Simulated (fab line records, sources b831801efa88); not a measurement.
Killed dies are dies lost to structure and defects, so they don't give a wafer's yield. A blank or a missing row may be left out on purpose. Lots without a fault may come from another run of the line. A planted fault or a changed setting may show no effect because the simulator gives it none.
A struck lot beside a sound one | flow sky130 | 15 steps out of a route of 708
Sound: wafers L106.4, L106.5, L106.6. Struck: wafers L116.2, L116.3, L116.5. The cause comes at the end.
At each step with rows: each side's tool, then ch and its chambers, then its first start. Under that, the readings that differ: sound wafers | struck wafers | difference of the means | sigmas: that difference in standard deviations of wafers without a fault.
alike: readings whose means differ by less than 2 such deviations, and words and numbers that are the same on both sides. not compared: withheld readings, readings that some wafer has no value for, bounds like >300 that may hide the same value, and numbers for which the record gives no deviation and whose values overlap.
The two part at a step that has a row with sigmas, a row that says differs or no value, or rows on one side only. Numbers that don't overlap but have no deviation are shown without sigmas and don't part them. A reading that every wafer of one side lacks parts them only if that side has two wafers or more.

first, 6 steps without rows for these wafers: SKY_GATE_OXIDE_HMDS_04 (prime time 60 s); SKY_GATE_OXIDE_COAT_05 (resist thk 1140 nm); SKY_GATE_OXIDE_SOFTBAKE_06 (time 60 s); SKY_GATE_OXIDE_EXPOSE_07 (exposes mask LVOM, target cd 600 nm); SKY_GATE_OXIDE_PEB_08; SKY_GATE_OXIDE_DEVELOP_09 (develop time 60 s).
SKY_GATE_OXIDE_OVL_MEAS_10:
  sound on overlay-01, day 13 21:05; struck on overlay-01, day 17 15:10
  alike: GATE_OXIDE_OVL
then, 2 steps without rows for these wafers: SKY_GATE_OXIDE_IMPLANT_11; SKY_GATE_OXIDE_WET_ETCH_12 (etches SiO2 in dHF, target depth 16.8 nm, time 336 s).
SKY_GATE_OXIDE_STRIP_13: strips in O2/N2.
  sound on plasma_asher-02 ch 0,1, day 13 21:23; struck on plasma_asher-01 ch 0,1, day 17 15:28
  alike: drypump_motor_current_A, oes_product_au, strip_time_to_endpoint_s
  not compared: rf_hours_counter_h
SKY_GATE_OXIDE_TW_MEAS_14:
  sound on film_metro-03, day 13 21:29; struck on film_metro-02, day 17 15:34
  alike: GATE_OXIDE_TW
then, 1 step without rows for these wafers: SKY_GATE_OXIDE_CLEAN_15 (cleans in SC1/SC2, time 150 s).
SKY_GATE_OXIDE_OXIDATION_16: stabilise 600 s, purge 300 s, target thk 3.57 nm.
  sound on furnace-02 ch 0, day 13 22:43; struck on furnace-01 ch 0, day 17 15:59
  reading                                           | sound            | struck           | difference | sigmas
  model.SiO2_of_GATE_OXIDE_OXIDATION_01.thk_nm (nm) | 11.8 11.62 11.64 | 11.36 11.3 11.19 | -0.40      |
  alike: zone_power_centre_pct
then, 1 step without rows for these wafers: SKY_POLY_GATE_CVD_00 (deposits poly-Si, target thk 180 nm, time 720 s).
-- the record jumps here: 31 days lie between the struck wafers' starts before and after (it left off in module POLY_GATE and takes up again in module PAD_OPEN, whose first step shown is number 708 of the route) --
SKY_PAD_OPEN_PROBE_99:
  sound on prober-02, day 45 21:35; struck on prober-01, day 48 15:55
  reading                                   | sound             | struck            | difference | sigmas
  killed_dies                               | 70 81 73          | 94 80 106         | +19        | +2
  model.etest.pfet_01v8.r_on_ohm_um         | 2931 2999 2995    | 2737 2748 2717    | -241       |
  model.etest.nfet_01v8_lvt.drive_ua_um     | 578.3 566.2 569.8 | 631.2 630.7 636.1 | +61.2      |
  model.etest.nfet_01v8_swapped.drive_ua_um | 503.3 497 493.8   | 562.7 562.3 573.2 | +68.0      |
  model.etest.nfet_01v8_turned.drive_ua_um  | 501.7 502.1 502.6 | 562.9 566.2 569.1 | +63.9      |
  model.etest.nfet_01v8.drive_ua_um         | 507.5 504.6 498.7 | 565.5 563.8 564.8 | +61.1      |
  model.etest.nfet_01v8.r_on_ohm_um         | 837.9 854.4 858.3 | 779.5 787 783.3   | -66.9      |
  model.etest.sram_nfet_pass.drive_ua_um    | 499.5 494.4 492.8 | 528 545.6 528     | +38        |
  model.etest.nfet_g5v0d10v5.drive_ua_um    | 597.8 602.3 602.1 | 616.4 619.7 621.3 | +18.4      |
  alike: killed_at_M0_to_M3, killed_at_M4_up, killed_at_contacts, killed_at_front_end, killed_at_other, killed_open, killed_short

WHERE THEY PART
Only at SKY_PAD_OPEN_PROBE_99, within this record.

WHY: what the simulator had put in
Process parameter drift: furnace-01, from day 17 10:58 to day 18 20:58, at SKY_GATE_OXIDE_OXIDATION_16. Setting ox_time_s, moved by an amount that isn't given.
